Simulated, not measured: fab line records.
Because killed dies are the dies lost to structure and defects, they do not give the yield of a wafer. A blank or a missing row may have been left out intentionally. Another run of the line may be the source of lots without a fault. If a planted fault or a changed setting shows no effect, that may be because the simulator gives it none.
fab line records + flow sky130
record
- lots=6
- wafers=18
- last_day=50
route steps=708 shown LDD_P@257 LDD_HVN@267 PAD_OPEN@708
lots that met no fault: from a run of the same line without faults
start_h: hours from the record's opening day to when the first of the lot's shown wafers began + wait_h: time in hours since the lot's previous step + " identical to the entry in the row above + L1.1+2: several wafers, shown together as one row + - either no value or no given start + * or withheld: withheld + < > ~ a bound
route shown NAME@n: names a module that has steps shown in the file, with the first one's number in the route + usual: mean/standard deviation taken from wafers without a fault + same: alike in all rows + chamber/n: place in a boat + sites: each site's reading + _std_site: standard deviation of those values + _edge_site: outer sites' mean less inner sites' + radius_mm: for every site, how far away it sits from the centre of the wafer + mask NAME#n: copy n + behind: the tool/chamber that last shaped the wafer + hold: the reason the lot was held/the length of the hold in hours/how it ended + device: the n, p or np transistor that did not switch + end of line: at the end of the route, the tests of the same wafers + step lacking rows: just its recipe + killed: not the wafer's yield, but the dies lost to structure and defects at the first sort + map: shows each die of a wafer: x if killed, . if not, _ if none is there
set.NAME: the setting as run; set.NAME@STEP: as run at that earlier step + model.NAME: the simulator's own value behind a step, which no gauge read
lots at some steps of the route; a table a step, a row a wafer
services: a tool's chamber out of use, with start hour (start_h, from the record's first day; less than 0 if before it), hours out, and reason
## steps
# step SKY_LDD_P_COAT_02
# recipe
- resist=NOVOLAK
- spin_rpm=3000
- resist_thk_nm=1140
# step SKY_LDD_P_SOFTBAKE_03
# recipe
- temp_c=90
- time_s=60
- resist=NOVOLAK
# step SKY_LDD_P_EXPOSE_04
# recipe
- mask_id=PSDM
- na=0.6
- source_shape=conventional
- sigma_outer=0.6
- polarization=unpolarized
- target_cd_nm=380
- dose_mj=138
# step SKY_LDD_P_PEB_05
# recipe
- temp_c=withheld
- time_s=*
- resist=NOVOLAK
# step SKY_LDD_P_DEVELOP_06
# recipe
- resist=NOVOLAK
- developer=TMAH
- develop_time_s=60
- dev_temp_c=23
# step SKY_LDD_P_CD_MEAS_07
# recipe
- target_cd_nm=380
# usual
- cd_nm=380.4/2.1
| lot.wafer | tool      | chamber | start_h | wait_h | cd_nm |
|-----------|-----------|---------|---------|--------|-------|
| L789.4    | cd_sem-01 | -       | 443.74  | 0.1    | 382.9 |
| L789.5    | "         | -       | "       | "      | 382.2 |
| L789.6    | "         | -       | "       | "      | 383.1 |
| L790.4    | cd_sem-02 | -       | 464.04  | 0.1    | 382.4 |
| L790.5    | "         | -       | "       | "      | 383.1 |
| L790.6    | "         | -       | "       | "      | 385.4 |
| L801.1    | cd_sem-01 | -       | 566.63  | 0.1    | 377.5 |
| L801.2    | "         | -       | "       | "      | 379.4 |
| L801.5    | "         | -       | "       | "      | 378.8 |
| L804.1    | cd_sem-02 | -       | 575.41  | 0.1    | 382.2 |
| L804.3    | "         | -       | "       | "      | 381.7 |
| L804.5    | "         | -       | "       | "      | 379.4 |
| L806.2    | cd_sem-02 | -       | 580.80  | 0.1    | 380.5 |
| L806.3    | "         | -       | "       | "      | 378.4 |
| L806.4    | "         | -       | "       | "      | 379.6 |
| L809.1    | cd_sem-01 | -       | 612.83  | 0.1    | 382.5 |
| L809.2    | "         | -       | "       | "      | 381.6 |
| L809.3    | "         | -       | "       | "      | 384.4 |
# step SKY_LDD_P_OVL_MEAS_08
# usual
- LDD_P_OVL=-0.3/1.3
| lot.wafer | tool       | chamber | start_h | wait_h | LDD_P_OVL[nm] |
|-----------|------------|---------|---------|--------|---------------|
| L789.4    | overlay-01 | -       | 443.82  | 0.1    | -1.1          |
| L789.5    | "          | -       | "       | "      | -1.0          |
| L789.6    | "          | -       | "       | "      | 0.2           |
| L790.4    | overlay-01 | -       | 464.12  | 0.1    | -0.7          |
| L790.5    | "          | -       | "       | "      | -1.3          |
| L790.6    | "          | -       | "       | "      | -0.4          |
| L801.1    | overlay-02 | -       | 566.75  | 0.1    | 0.9           |
| L801.2    | "          | -       | "       | "      | -2.1          |
| L801.5    | "          | -       | "       | "      | -2.7          |
| L804.1    | overlay-01 | -       | 575.53  | 0.1    | -2.1          |
| L804.3    | "          | -       | "       | "      | -2.1          |
| L804.5    | "          | -       | "       | "      | -2.5          |
| L806.2    | overlay-01 | -       | 580.91  | 0.1    | -0.1          |
| L806.3    | "          | -       | "       | "      | -1.7          |
| L806.4    | "          | -       | "       | "      | -0.6          |
| L809.1    | overlay-01 | -       | 612.95  | 0.1    | -1.0          |
| L809.2    | "          | -       | "       | "      | -0.6          |
| L809.3    | "          | -       | "       | "      | 2.5           |
# step SKY_LDD_P_IMPLANT_09
# recipe
- species=BF2
- energy_kev=25
- dose_cm2=1e+13
- tilt_deg=withheld
# step SKY_LDD_P_STRIP_10
# recipe
- chemistry=O2/N2
- power_w=1400
- pressure_mtorr=1500
- platen_temp_c=withheld
- o2_flow_sccm=3000
- n2_flow_sccm=300
- overash_fraction=0.5
# usual
- drypump_motor_current_A=5.6/0.4
- oes_product_au=0.716/0.0047
- strip_time_to_endpoint_s=14.18/0.042
| lot.wafer | tool            | chamber | start_h | wait_h | drypump_motor_current_A | oes_product_au | rf_hours_counter_h | strip_time_to_endpoint_s |
|-----------|-----------------|---------|---------|--------|-------------------------|----------------|--------------------|--------------------------|
| L789.4    | plasma_asher-03 | 0       | 444.02  | 0.1    | 5.3                     | 0.718          | -                  | 14.19                    |
| L789.5    | "               | 0       | "       | "      | 5.3                     | 0.713          | -                  | 14.18                    |
| L789.6    | "               | 1       | "       | "      | 5.4                     | 0.713          | -                  | 14.19                    |
| L790.4    | plasma_asher-02 | 0       | 464.32  | 0.1    | 6.4                     | 0.729          | -                  | 14.18                    |
| L790.5    | "               | 1       | "       | "      | 5.4                     | 0.716          | -                  | 14.17                    |
| L790.6    | "               | 0       | "       | "      | 6.4                     | 0.711          | -                  | 14.16                    |
| L801.1    | plasma_asher-04 | 0       | 566.94  | 0.1    | 5.5                     | 0.714          | 74                 | 14.12                    |
| L801.2    | "               | 1       | "       | "      | 5.8                     | 0.718          | 74                 | 14.08                    |
| L801.5    | "               | 0       | "       | "      | 5.4                     | 0.714          | -                  | 14.18                    |
| L804.1    | plasma_asher-03 | 1       | 575.72  | 0.1    | 5.4                     | 0.716          | 15                 | 14.12                    |
| L804.3    | "               | 0       | "       | "      | 5.3                     | 0.712          | -                  | 14.17                    |
| L804.5    | "               | 0       | "       | "      | 5.3                     | 0.713          | -                  | 14.16                    |
| L806.2    | plasma_asher-04 | 0       | 581.09  | 0.1    | 5.4                     | 0.719          | 75                 | 14.14                    |
| L806.3    | "               | 0       | "       | "      | 5.4                     | 0.715          | -                  | 14.10                    |
| L806.4    | "               | 1       | "       | "      | 5.8                     | 0.713          | -                  | 14.12                    |
| L809.1    | plasma_asher-02 | 1       | 613.14  | 0.1    | 5.4                     | 0.709          | 91                 | 14.09                    |
| L809.2    | "               | 0       | "       | "      | 6.4                     | 0.716          | 91                 | 14.08                    |
| L809.3    | "               | 1       | "       | "      | 5.4                     | 0.723          | -                  | 14.09                    |
# step SKY_LDD_P_TW_MEAS_11
# usual
- LDD_P_TW=628/3.6
| lot.wafer | tool          | chamber | start_h | wait_h | LDD_P_TW |
|-----------|---------------|---------|---------|--------|----------|
| L789.4    | film_metro-01 | -       | 444.12  | 0.1    | 621      |
| L789.5    | "             | -       | "       | "      | 627      |
| L789.6    | "             | -       | "       | "      | 626      |
| L790.4    | film_metro-01 | -       | 464.42  | 0.1    | 622      |
| L790.5    | "             | -       | "       | "      | 623      |
| L790.6    | "             | -       | "       | "      | 621      |
| L801.1    | film_metro-03 | -       | 567.04  | 0.1    | 627      |
| L801.2    | "             | -       | "       | "      | 629      |
| L801.5    | "             | -       | "       | "      | 626      |
| L804.1    | film_metro-01 | -       | 575.82  | 0.1    | 630      |
| L804.3    | "             | -       | "       | "      | 629      |
| L804.5    | "             | -       | "       | "      | 623      |
| L806.2    | film_metro-01 | -       | 581.20  | 0.1    | 633      |
| L806.3    | "             | -       | "       | "      | 629      |
| L806.4    | "             | -       | "       | "      | 630      |
| L809.1    | film_metro-01 | -       | 613.24  | 0.1    | 629      |
| L809.2    | "             | -       | "       | "      | 625      |
| L809.3    | "             | -       | "       | "      | 625      |
# step SKY_LDD_HVN_DEHYDRATE_00
# recipe
- temp_c=200
- time_s=60
# step SKY_LDD_HVN_HMDS_01
# recipe
- prime_time_s=60
- prime_temp_c=120
# step SKY_LDD_HVN_COAT_02
# recipe
- resist=NOVOLAK
- spin_rpm=3000
- resist_thk_nm=300
| lot.wafer | tool           | chamber | start_h | wait_h | model.NOVOLAK_of_LDD_HVN_COAT_02.thk_nm |
|-----------|----------------|---------|---------|--------|-----------------------------------------|
| L789.4    | litho_track-02 | 0       | 459.99  | 0.1    | 299.7                                   |
| L789.5+6  | "              | 0       | "       | "      | 298.7                                   |
| L790.4    | litho_track-01 | 0       | 478.41  | 0.1    | 301.1                                   |
| L790.5    | "              | 0       | "       | "      | 300.9                                   |
| L790.6    | "              | 0       | "       | "      | 301                                     |
| L801.1    | litho_track-01 | 0       | 581.18  | 0.1    | 292.5                                   |
| L801.2    | "              | 0       | "       | "      | 300                                     |
| L801.5    | "              | 0       | "       | "      | 292.7                                   |
| L804.1    | litho_track-01 | 0       | 590.78  | 0.1    | 293.3                                   |
| L804.3    | "              | 0       | "       | "      | 292.8                                   |
| L804.5    | "              | 0       | "       | "      | 292.4                                   |
| L806.2    | litho_track-02 | 0       | 595.69  | 0.1    | 299.3                                   |
| L806.3+4  | "              | 0       | "       | "      | 300                                     |
| L809.1    | litho_track-02 | 0       | 627.26  | 0.1    | 299.6                                   |
| L809.2    | "              | 0       | "       | "      | 300.1                                   |
| L809.3    | "              | 0       | "       | "      | 300.5                                   |
# step SKY_LDD_HVN_SOFTBAKE_03
# recipe
- temp_c=90
- time_s=60
- resist=NOVOLAK
# step SKY_LDD_HVN_EXPOSE_04
# recipe
- mask_id=HVNTM
- na=0.6
- source_shape=conventional
- sigma_outer=0.6
- polarization=unpolarized
- target_cd_nm=700
- dose_mj=127
# step SKY_LDD_HVN_PEB_05
# recipe
- temp_c=withheld
- time_s=*
- resist=NOVOLAK
# step SKY_LDD_HVN_DEVELOP_06
# recipe
- resist=NOVOLAK
- developer=TMAH
- develop_time_s=60
- dev_temp_c=23
| lot.wafer | tool           | chamber | start_h | wait_h | model.NOVOLAK_of_LDD_HVN_COAT_02.thk_nm |
|-----------|----------------|---------|---------|--------|-----------------------------------------|
| L789.4    | litho_track-03 | 0       | 474.76  | 0.1    | 299.3                                   |
| L789.5+6  | "              | 0       | "       | "      | 298.3                                   |
| L790.4    | litho_track-02 | 0       | 494.69  | 0.1    | 300.7                                   |
| L790.5    | "              | 0       | "       | "      | 300.5                                   |
| L790.6    | "              | 0       | "       | "      | 300.6                                   |
| L801.1    | litho_track-01 | 0       | 596.68  | 0.1    | 292.1                                   |
| L801.2    | "              | 0       | "       | "      | 299.6                                   |
| L801.5    | "              | 0       | "       | "      | 292.3                                   |
| L804.1    | litho_track-03 | 0       | 605.33  | 0.1    | 292.9                                   |
| L804.3    | "              | 0       | "       | "      | 292.4                                   |
| L804.5    | "              | 0       | "       | "      | 292                                     |
| L806.2    | litho_track-02 | 0       | 610.19  | 0.1    | 298.9                                   |
| L806.3+4  | "              | 0       | "       | "      | 299.6                                   |
| L809.1    | litho_track-03 | 0       | 642.38  | 0.1    | 299.2                                   |
| L809.2    | "              | 0       | "       | "      | 299.7                                   |
| L809.3    | "              | 0       | "       | "      | 300.1                                   |
# step SKY_LDD_HVN_OVL_MEAS_07
# usual
- LDD_HVN_OVL=1.0/1.7
| lot.wafer | tool       | chamber | start_h | wait_h | LDD_HVN_OVL[nm] |
|-----------|------------|---------|---------|--------|-----------------|
| L789.4    | overlay-02 | -       | 474.85  | 0.1    | 1.9             |
| L789.5    | "          | -       | "       | "      | 2.2             |
| L789.6    | "          | -       | "       | "      | 0.5             |
| L790.4    | overlay-02 | -       | 494.78  | 0.1    | 1.1             |
| L790.5    | "          | -       | "       | "      | 3.1             |
| L790.6    | "          | -       | "       | "      | 2.4             |
| L801.1    | overlay-01 | -       | 596.83  | 0.1    | -1.1            |
| L801.2    | "          | -       | "       | "      | -0.4            |
| L801.5    | "          | -       | "       | "      | 2.3             |
| L804.1    | overlay-02 | -       | 605.48  | 0.1    | 5.1             |
| L804.3    | "          | -       | "       | "      | 5.6             |
| L804.5    | "          | -       | "       | "      | 5.1             |
| L806.2    | overlay-02 | -       | 610.32  | 0.1    | -0.8            |
| L806.3    | "          | -       | "       | "      | 0.1             |
| L806.4    | "          | -       | "       | "      | -0.3            |
| L809.1    | overlay-02 | -       | 642.53  | 0.1    | 1.1             |
| L809.2    | "          | -       | "       | "      | 0.0             |
| L809.3    | "          | -       | "       | "      | 0.4             |
# step SKY_LDD_HVN_IMPLANT_08
# recipe
- species=P
- energy_kev=60
- dose_cm2=3e+13
- tilt_deg=40
# step SKY_LDD_HVN_STRIP_09
# recipe
- chemistry=O2/N2
- power_w=1400
- pressure_mtorr=1500
- platen_temp_c=withheld
- o2_flow_sccm=3000
- n2_flow_sccm=300
- overash_fraction=0.5
# usual
- drypump_motor_current_A=5.44/0.18
- oes_product_au=0.409/0.0047
- strip_time_to_endpoint_s=4.137/0.014
| lot.wafer | tool            | chamber | start_h | wait_h | drypump_motor_current_A | oes_product_au | rf_hours_counter_h | strip_time_to_endpoint_s |
|-----------|-----------------|---------|---------|--------|-------------------------|----------------|--------------------|--------------------------|
| L789.4    | plasma_asher-01 | 1       | 475.05  | 0.1    | 5.30                    | 0.402          | -                  | 4.134                    |
| L789.5    | "               | 1       | "       | "      | 5.28                    | 0.403          | -                  | 4.111                    |
| L789.6    | "               | 0       | "       | "      | 5.33                    | 0.416          | -                  | 4.113                    |
| L790.4    | plasma_asher-03 | 1       | 494.98  | 0.1    | 5.38                    | 0.410          | -                  | 4.160                    |
| L790.5    | "               | 0       | "       | "      | 5.26                    | 0.402          | -                  | 4.156                    |
| L790.6    | "               | 1       | "       | "      | 5.40                    | 0.409          | -                  | 4.151                    |
| L801.1    | plasma_asher-01 | 0       | 597.02  | 0.1    | 5.38                    | 0.404          | 49                 | 4.031                    |
| L801.2    | "               | 1       | "       | "      | 5.31                    | 0.408          | 49                 | 4.126                    |
| L801.5    | "               | 0       | "       | "      | 5.35                    | 0.409          | -                  | 4.050                    |
| L804.1    | plasma_asher-03 | 1       | 605.67  | 0.1    | 5.41                    | 0.404          | 18                 | 4.062                    |
| L804.3    | "               | 0       | "       | "      | 5.34                    | 0.407          | -                  | 4.037                    |
| L804.5    | "               | 1       | "       | "      | 5.38                    | 0.398          | -                  | 4.030                    |
| L806.2    | plasma_asher-01 | 1       | 610.50  | 0.1    | 5.35                    | 0.413          | 50                 | 4.110                    |
| L806.3    | "               | 1       | "       | "      | 5.38                    | 0.411          | -                  | 4.139                    |
| L806.4    | "               | 0       | "       | "      | 5.39                    | 0.407          | -                  | 4.131                    |
| L809.1    | plasma_asher-01 | 0       | 642.72  | 0.1    | 5.39                    | 0.407          | 53                 | 4.147                    |
| L809.2    | "               | 1       | "       | "      | 5.33                    | 0.410          | 53                 | 4.134                    |
| L809.3    | "               | 1       | "       | "      | 5.31                    | 0.414          | -                  | 4.127                    |
# step SKY_LDD_HVN_TW_MEAS_10
# usual
- LDD_HVN_TW=1418/7.5
| lot.wafer | tool          | chamber | start_h | wait_h | LDD_HVN_TW |
|-----------|---------------|---------|---------|--------|------------|
| L789.4    | film_metro-01 | -       | 475.15  | 0.1    | 1406       |
| L789.5    | "             | -       | "       | "      | 1404       |
| L789.6    | "             | -       | "       | "      | 1407       |
| L790.4    | film_metro-01 | -       | 495.08  | 0.1    | 1418       |
| L790.5    | "             | -       | "       | "      | 1426       |
| L790.6    | "             | -       | "       | "      | 1421       |
| L801.1    | film_metro-02 | -       | 597.15  | 0.1    | 1413       |
| L801.2    | "             | -       | "       | "      | 1415       |
| L801.5    | "             | -       | "       | "      | 1415       |
| L804.1    | film_metro-01 | -       | 605.77  | 0.1    | 1420       |
| L804.3    | "             | -       | "       | "      | 1418       |
| L804.5    | "             | -       | "       | "      | 1430       |
| L806.2    | film_metro-02 | -       | 610.61  | 0.1    | 1407       |
| L806.3    | "             | -       | "       | "      | 1411       |
| L806.4    | "             | -       | "       | "      | 1405       |
| L809.1    | film_metro-01 | -       | 642.82  | 0.1    | 1415       |
| L809.2    | "             | -       | "       | "      | 1407       |
| L809.3    | "             | -       | "       | "      | 1412       |
# step SKY_PAD_OPEN_PROBE_99
# usual
- killed_at_M0_to_M3=43/7.4
- killed_at_M4_up=3.3/2
- killed_at_contacts=24/5.4
- killed_at_front_end=16/4.2
- killed_at_other=0.3/0.61
- killed_dies=87/9.4
- killed_open=47/7.3
- killed_short=40/6.7
# same
- gross_dies=492
- killed_at_back_side=0
| lot.wafer | tool      | chamber | start_h | wait_h | killed_at_M0_to_M3 | killed_at_M4_up | killed_at_contacts | killed_at_front_end | killed_at_other | killed_dies | killed_open | killed_short |
|-----------|-----------|---------|---------|--------|--------------------|-----------------|--------------------|---------------------|-----------------|-------------|-------------|--------------|
| L789.4    | prober-02 | -       | 1083.20 | 0.2    | 55                 | 2               | 26                 | 14                  | 0               | 97          | 61          | 36           |
| L789.5    | prober-02 | -       | 1083.25 | 0.2    | 42                 | 5               | 30                 | 20                  | 0               | 97          | 54          | 42           |
| L789.6    | prober-02 | -       | 1083.30 | 0.2    | 45                 | 0               | 25                 | 15                  | 0               | 85          | 38          | 46           |
| L790.4    | prober-02 | -       | 1096.00 | 0.2    | 44                 | 2               | 23                 | 17                  | 0               | 86          | 43          | 43           |
| L790.5    | prober-02 | -       | 1096.05 | 0.2    | 48                 | 5               | 18                 | 13                  | 0               | 84          | 43          | 41           |
| L790.6    | prober-02 | -       | 1096.10 | 0.2    | 45                 | 6               | 25                 | 18                  | 0               | 94          | 52          | 42           |
# killed by level:class
L789.4 VIA1:geometric_particle:open=14 CONTACT:geometric_particle:open=10 LI_CONTACT:geometric_particle:open=9 VIA2:geometric_particle:open=8 FIELD_ISO:geometric_particle:open=6 METAL2:geometric_particle:short=6 VIA3:geometric_particle:open=6 LI_CONTACT:geometric_particle:short=5
L789.5 CONTACT:geometric_particle:open=12 VIA1:geometric_particle:open=10 LI_CONTACT:geometric_particle:open=10 FIELD_ISO:geometric_particle:open=7 METAL2:geometric_particle:short=7 VIA2:geometric_particle:short=7 FIELD_ISO:geometric_particle:short=6 METAL1:geometric_particle:short=6
L789.6 VIA1:geometric_particle:open=9 CONTACT:geometric_particle:short=7 VIA1:geometric_particle:short=7 METAL2:geometric_particle:short=7 FIELD_ISO:geometric_particle:short=6 CONTACT:geometric_particle:open=6 LI_CONTACT:geometric_particle:open=5 LOCAL_INTERCONNECT:geometric_particle:short=5
L790.4 VIA1:geometric_particle:open=8 CONTACT:geometric_particle:open=7 VIA1:geometric_particle:short=7 METAL1:geometric_particle:short=6 VIA2:geometric_particle:open=5 FIELD_ISO:geometric_particle:short=4 LI_CONTACT:geometric_particle:open=4 LOCAL_INTERCONNECT:geometric_particle:short=4
L790.5 VIA1:geometric_particle:open=10 CONTACT:geometric_particle:open=9 METAL2:geometric_particle:short=7 METAL1:geometric_particle:short=7 VIA3:geometric_particle:open=6 VIA2:geometric_particle:short=5 VIA2:geometric_particle:open=5 LI_CONTACT:geometric_particle:open=5
L790.6 LI_CONTACT:geometric_particle:open=11 VIA1:geometric_particle:open=9 CONTACT:geometric_particle:open=7 POLY_GATE:geometric_particle:short=6 VIA2:geometric_particle:open=6 METAL1:geometric_particle:short=6 FIELD_ISO:geometric_particle:short=5 VIA3:geometric_particle:open=5
## services
| tool            | chamber | start_h | hours | kind                      |
|-----------------|---------|---------|-------|---------------------------|
| plasma_asher-03 | -       | 421.25  | 9.0   | pm                        |
| plasma_asher-03 | 0       | 421.25  | 9.0   | vent_cycle                |
| plasma_asher-03 | 1       | 421.25  | 9.0   | vent_cycle                |
| plasma_asher-03 | 0       | 430.25  | -     | clean                     |
| plasma_asher-03 | 1       | 430.25  | -     | clean                     |
| litho_track-02  | -       | 437.12  | -     | consumable_replace:filter |
| plasma_asher-02 | -       | 439.92  | 2.3   | repair                    |
| plasma_asher-02 | -       | 469.74  | 0.5   | repair                    |
| plasma_asher-04 | -       | 524.63  | 2.8   | pm                        |
| plasma_asher-04 | -       | 555.81  | 2.4   | repair                    |
| litho_track-01  | -       | 560.50  | -     | consumable_replace:filter |
| plasma_asher-04 | -       | 562.71  | 0.5   | repair                    |
| plasma_asher-03 | -       | 611.41  | 1.9   | repair                    |
| plasma_asher-01 | -       | 618.65  | 1.5   | repair                    |
## key
first_sign
- step=SKY_LDD_HVN_STRIP_09
- reading=strip_time_to_endpoint_s
- direction=down
- sigmas=6.7
- usual=*
- struck=*
effect none on later readings
model_effect
- step=SKY_LDD_HVN_COAT_02
- value=NOVOLAK_of_LDD_HVN_COAT_02.thk_nm
- without=300
- struck=292.8
model_effect
- step=SKY_LDD_HVN_DEVELOP_06
- value=NOVOLAK_of_LDD_HVN_COAT_02.thk_nm
- without=299.6
- struck=292.4
met_at SKY_LDD_HVN_COAT_02
struck_wafers L801.1,L801.5,L804.1,L804.3,L804.5
tester_left_out L801,L804
onset_between 478.41 581.18
fault
- kind=process_parameter_drift
- tool=litho_track-01
- chamber=-
- onset_h=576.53
- steps=SKY_LDD_HVN_COAT_02
- channel=resist_thk_nm
- offset=-7.2462
- shape=step
- end_h=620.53
- scope=struck_wafers_only
- acts_in=these_recipes_only
- stated=300
# tester_left_out: of these lots the tester's yield and bins aren't shown, on N5 and GAA mostly nor the transistor test; their killed dies are dies lost to structure and defects alone, not to doping, threshold or leakage, so they don't give the yield
